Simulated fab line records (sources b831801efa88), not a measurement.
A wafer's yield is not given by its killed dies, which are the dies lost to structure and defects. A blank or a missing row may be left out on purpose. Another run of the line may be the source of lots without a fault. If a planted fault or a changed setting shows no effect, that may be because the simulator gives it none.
Which tool did it? / flow sky130 / 6 lots, 17 wafers sampled, at 1 step of a route of 708

== WHAT EACH GAUGE READ, for each wafer ==
SKY_CAPM_THK_MEAS_04: measures by xrf.
lot=L969; measured=day 36 19:22; on=film-metro-01; CAPM_TIN_THK (nm)=198.9 200.1 199.5
lot=L971; measured=day 37 06:16; on=film-metro-02; CAPM_TIN_THK (nm)=196.0 196.4 198.0
lot=L973; measured=day 38 08:50; on=film-metro-01; CAPM_TIN_THK (nm)=198.0 197.2 197.6
lot=L976; measured=day 39 10:43; on=film-metro-04; CAPM_TIN_THK (nm)=196.9 195.5 196.4
lot=L982; measured=day 40 14:49; on=film-metro-04; CAPM_TIN_THK (nm)=201.4 200.1 197.7
lot=L985; measured=day 41 16:59; on=film-metro-04; CAPM_TIN_THK (nm)=193.3 192.2

== WHAT TOOL EACH LOT RAN ON (gives the tool, then ch and the chambers of the sampled wafers, and finally the start) ==
The record holds no process step before these readings.

== THE ANSWER, worked out from the rows above alone ==
Rule: usual is defined by the lots themselves. The widest of any qualifying gaps counts: lots, ordered by their means at a reading, are off when they make up no more than a third of the lots, leave a main group of 4 or more, and stand apart from it by 3 or more times the standard deviation of that group's means. A main group whose means are all the same, to the digits that the tables above print for the reading, isn't used. Also off: a lot with no number at a reading for which 4 or more lots have one. The other lots that the step has rows for count as sound.
None of the lots is off at any reading shown; this tells nothing.

== WHAT THE SIMULATOR PUT IN ==
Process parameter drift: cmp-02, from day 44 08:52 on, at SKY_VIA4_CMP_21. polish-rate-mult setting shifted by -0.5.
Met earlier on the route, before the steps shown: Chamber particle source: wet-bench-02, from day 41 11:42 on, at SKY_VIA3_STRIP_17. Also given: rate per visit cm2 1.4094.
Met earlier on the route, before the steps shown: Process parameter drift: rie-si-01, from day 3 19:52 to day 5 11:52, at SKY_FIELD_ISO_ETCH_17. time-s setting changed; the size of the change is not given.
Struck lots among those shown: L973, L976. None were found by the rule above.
